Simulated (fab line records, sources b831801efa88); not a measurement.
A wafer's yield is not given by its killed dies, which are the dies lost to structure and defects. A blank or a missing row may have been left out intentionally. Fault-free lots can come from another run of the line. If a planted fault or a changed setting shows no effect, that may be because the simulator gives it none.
Comparing a struck lot with a sound one	flow sky130	15 out of 708 route steps
Sound: these wafers, L215.2, L215.3, L215.4. The struck wafers were L220.1, L220.3, L220.4. The cause is named last.
For every step that has rows: the tool of each side, followed by ch and its chambers, followed by its first start. Under that, the readings that differ: sound wafers	struck wafers	difference of the means	sigmas: that difference in standard deviations of wafers without a fault.
alike: a reading whose means differ by less than 2 such deviations, as well as words and numbers matching on both sides. not compared: withheld readings; readings where some wafer has no value; bounds like >300 that might hide an equal value; numbers whose values overlap and for which the record gives no deviation.
A row with sigmas, a row that says differs or no value, or rows on one side alone: a step with any of these is where the two part. Numbers that have no deviation but don't overlap get no sigmas and don't part them. A reading that every wafer of one side lacks parts them only if that side has two wafers or more.

first, 1 step without rows for these wafers: SKY_POLY_GATE_CVD_03 (deposits Si3N4 from DCS/NH3, target thk 75 nm, time 1290 s).
SKY_POLY_GATE_THK_MEAS_04:
  sound on filmMetro-03 at day 15 21:24; struck on filmMetro-04 at day 18 08:56
  alike: POLY_GATE_CVD_03_THK
then, 8 steps without rows for these wafers: SKY_POLY_GATE_DEHYDRATE_05 (time 60 s); SKY_POLY_GATE_HMDS_06 (prime time 60 s); SKY_POLY_GATE_COAT_07 (resist thk 110 nm); SKY_POLY_GATE_COAT_08 (resist thk 450 nm); SKY_POLY_GATE_SOFTBAKE_09 (time 90 s); SKY_POLY_GATE_EXPOSE_10 (exposes mask P1M, target cd 150 nm); SKY_POLY_GATE_PEB_11; SKY_POLY_GATE_DEVELOP_12 (develop time 60 s).
SKY_POLY_GATE_CD_MEAS_13: target cd 150 nm.
  sound on cdSem-01 at day 17 01:41; struck on cdSem-02 at day 19 15:52
  alike: cdNm
SKY_POLY_GATE_OVL_MEAS_14:
  sound on overlay-01 at day 17 01:47; struck on overlay-01 at day 19 15:59
  alike: POLY_GATE_OVL
SKY_POLY_GATE_ETCH_15: etches BARC in N2/H2, stops on SiO2, time 118.5 s, target depth 110 nm.
  sound on rieDiel-02 ch 0,2,3, day 17 01:49; struck on rieDiel-02 ch 0,1,3, day 19 16:01
reading	sound	struck	difference	sigmas
chamberPressureMTorr (mTorr)	30.011 30.013 29.979	36.007 35.998 35.999	+6.000	+99 or more
  alike: drypumpMotorCurrentA, oesProductAu, throttleValvePct
  not compared: rfHoursCounterH
SKY_POLY_GATE_ETCH_16: etches Si3N4 in CH3F/O2, stops on poly-Si, time 147.5 s, target depth 75 nm.
  sound on rieDiel-02 ch 0,2,3, day 17 01:54; struck on rieDiel-02 ch 0,1,3, day 19 16:06
  alike: O2_flow_sccm, chamberPressureMTorr, drypumpMotorCurrentA, oesProductAu, throttleValvePct
  not compared: rfHoursCounterH
-- record jumps: 28 days separate the struck wafers' starts on either side; left off in module POLY_GATE, taken up again in module PAD_OPEN, whose first shown step is the route's number 708 --
SKY_PAD_OPEN_PROBE_99:
  sound on prober-01 at day 46 07:37; struck on prober-02 at day 48 02:12
reading	sound	struck	difference	sigmas
killedDies	85 71 77	98 103 89	+19	+2
  alike: killed_at_M0_to_M3, killed_at_M4_up, killedAtContacts, killedAtFrontEnd, killedAtOther, killedOnRim, killedOpen, killedShort

WHERE THEY PART
Earliest at SKY_POLY_GATE_ETCH_15; latest, in this record, at SKY_PAD_OPEN_PROBE_99.

WHY: what the simulator had put in
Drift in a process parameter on rieDiel-02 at SKY_POLY_GATE_ETCH_15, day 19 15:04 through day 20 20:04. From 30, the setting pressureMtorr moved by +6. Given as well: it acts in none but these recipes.
